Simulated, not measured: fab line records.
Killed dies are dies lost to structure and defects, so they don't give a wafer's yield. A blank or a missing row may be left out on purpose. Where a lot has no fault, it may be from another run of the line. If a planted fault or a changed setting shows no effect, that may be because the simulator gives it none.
Which tool is to blame? -- flow sfq_line -- Sampling: 13 lots, 39 wafers, 3 of 325 route steps

WHAT THE GAUGES READ, wafer by wafer
SFQ_M4_OVL_MEAS_926.
lot,measured,on,M4_OVL (nm)
L239,day 44 15:45,overlay-02,-2 -2 -12
L240,day 44 22:58,overlay-02,-4 2 4
L241,day 45 00:08,overlay-01,4 8 7
L242,day 46 03:34,overlay-01,-15 -6 -3
L243,day 46 05:53,overlay-02,-3 -6 0
L244,day 46 07:05,overlay-02,-5 -8 -13
L245,day 46 08:17,overlay-02,4 1 1
L252,day 51 08:08,overlay-01,2 0 -3
L253,day 56 09:58,overlay-02,5 -1 5
L258,day 59 06:27,overlay-01,7 0 5
L259,day 59 10:03,overlay-02,-2 -2 -3
L260,day 59 16:03,overlay-02,12 15 13
L262,day 59 19:40,overlay-02,1 -1 1

WHAT TOOL EACH LOT RAN ON (gives the tool, then ch and the chambers of the sampled wafers, and finally the start)
lot,SFQ_TRILAYER_M0_STRIP_STRIP_025,SFQ_TRILAYER_I2_VIA_BARC_OPEN_VIA_ETCH_096
L239,"rie_metal-04 ch 0,1, day 8 18:55","rie_diel-03 ch 0,1,2, day 30 09:18"
L240,"rie_metal-03 ch 0,1, day 9 09:19","rie_diel-01 ch 0,3, day 30 11:42"
L241,"rie_metal-02 ch 0,1, day 9 10:19","rie_diel-02 ch 1,2,3, day 30 15:18"
L242,"rie_metal-03 ch 0,1, day 9 13:55","rie_diel-03 ch 2,3, day 30 20:06"
L243,"rie_metal-04 ch 0, day 9 18:43","rie_diel-03 ch 0,1,3, day 33 12:14"
L244,"rie_metal-02 ch 0, day 10 01:28","rie_diel-01 ch 2,3, day 33 14:45"
L245,"rie_metal-04 ch 0,1, day 10 02:40","rie_diel-03 ch 1,2, day 33 21:52"
L252,"rie_metal-04 ch 0,1, day 11 23:21","rie_diel-02 ch 1,2,3, day 39 23:43"
L253,"rie_metal-03 ch 0,1, day 12 05:31","rie_diel-02 ch 0,1, day 40 10:31"
L258,"rie_metal-02 ch 0,1, day 18 15:07","rie_diel-03 ch 0,2, day 42 03:26"
L259,"rie_metal-04 ch 0,1, day 18 23:31","rie_diel-01 ch 1,2, day 42 08:14"
L260,"rie_metal-03 ch 0,1, day 19 11:31","rie_diel-03 ch 0,2,3, day 42 13:09"
L262,"rie_metal-02 ch 0,1, day 19 18:40","rie_diel-01 ch 1,2, day 42 22:51"
- SFQ_TRILAYER_M0_STRIP_STRIP_025: strips in O2.
- SFQ_TRILAYER_I2_VIA_BARC_OPEN_VIA_ETCH_096: etches BARC in O2, target depth 125 nm, time 41.7 s.

AS READ BY THE TOOLS THEMSELVES (means over the sampled wafers that have a number; for cases with no such wafer, the mark the record gives instead)
SFQ_TRILAYER_M0_STRIP_STRIP_025.
lot,tool,drypump_motor_current_A (A),oes_product_au (a.u.)
L239,rie_metal-04,5.8,0.999
L240,rie_metal-03,5.2,0.999
L241,rie_metal-02,5.3,0.996
L242,rie_metal-03,5.2,1.007
L243,rie_metal-04,5.7,0.995
L244,rie_metal-02,5.0,0.993
L245,rie_metal-04,5.8,1.007
L252,rie_metal-04,5.8,1.003
L253,rie_metal-03,5.2,1.001
L258,rie_metal-02,5.2,1.000
L259,rie_metal-04,5.8,1.004
L260,rie_metal-03,5.1,1.006
L262,rie_metal-02,5.5,0.998

SFQ_TRILAYER_I2_VIA_BARC_OPEN_VIA_ETCH_096.
lot,tool,drypump_motor_current_A (A),oes_product_au (a.u.),rf_fwd_power_W (W),run_length_s (s)
L239,rie_diel-03,5.7,0.684,493.0,69.9
L240,rie_diel-01,5.2,0.680,494.1,70.5
L241,rie_diel-02,5.5,0.685,494.3,69.7
L242,rie_diel-03,5.9,0.686,495.8,70.3
L243,rie_diel-03,5.4,0.686,493.6,70.3
L244,rie_diel-01,5.4,0.686,493.5,70.1
L245,rie_diel-03,6.0,0.684,493.0,70.1
L252,rie_diel-02,5.5,0.599,494.2,88.3
L253,rie_diel-02,5.1,0.640,493.7,79.1
L258,rie_diel-03,5.9,0.682,493.0,70.6
L259,rie_diel-01,5.9,0.682,497.3,70.1
L260,rie_diel-03,5.6,0.685,493.9,70.6
L262,rie_diel-01,5.9,0.684,498.2,70.2

THE ANSWER, worked out from the rows above alone
Rule: usual is defined by the lots themselves. Put in order of their means at a reading, lots are off if they are a third of the lots or fewer, leave a main group of 4 or more, and stand apart from it by a gap of 3 or more times the standard deviation of the main group's means; of several such gaps the widest counts. A main group is skipped when, at the precision printed for the reading in the tables above, its means are all equal. A lot without any number at a reading at which 4 lots or more have one is off too. Where the step has rows for the other lots, those lots are counted as sound. After the gauges, taken in route order, come the tools' own readings; for these a lot's mean is taken, as printed above. The first step at which some lot is off is used, and at that step the reading that is off furthest; a lot without a number counts as furthest.
Off at SFQ_TRILAYER_I2_VIA_BARC_OPEN_VIA_ETCH_096 (run_length_s): L252, L253. The main group: mean 70.2 s, standard deviation 0.27.
If a tool, at that step or one of the process steps before it, ran each lot that is off and ran no sound lot following the first of them, it fits. One fits: SFQ_TRILAYER_I2_VIA_BARC_OPEN_VIA_ETCH_096 on rie_diel-02. A fault onset in the window from L241 (day 30 15:18, its last sound lot) to L252 (day 39 23:43, its first lot off) fits.
The tool's own readings at SFQ_TRILAYER_I2_VIA_BARC_OPEN_VIA_ETCH_096 bear it out: on the lots that are off they differ by more than 5 times the standard deviation of the sound lots' means. oes_product_au reads 0.619 a.u. there against 0.684 a.u. on the sound lots; run_length_s reads 83.7 s there against 70.2 s on the sound lots.

WHAT WAS PUT IN BY THE SIMULATOR
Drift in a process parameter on rie_diel-02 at SFQ_TRILAYER_I2_VIA_BARC_OPEN_VIA_ETCH_096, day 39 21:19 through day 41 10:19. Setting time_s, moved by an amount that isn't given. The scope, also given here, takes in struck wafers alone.
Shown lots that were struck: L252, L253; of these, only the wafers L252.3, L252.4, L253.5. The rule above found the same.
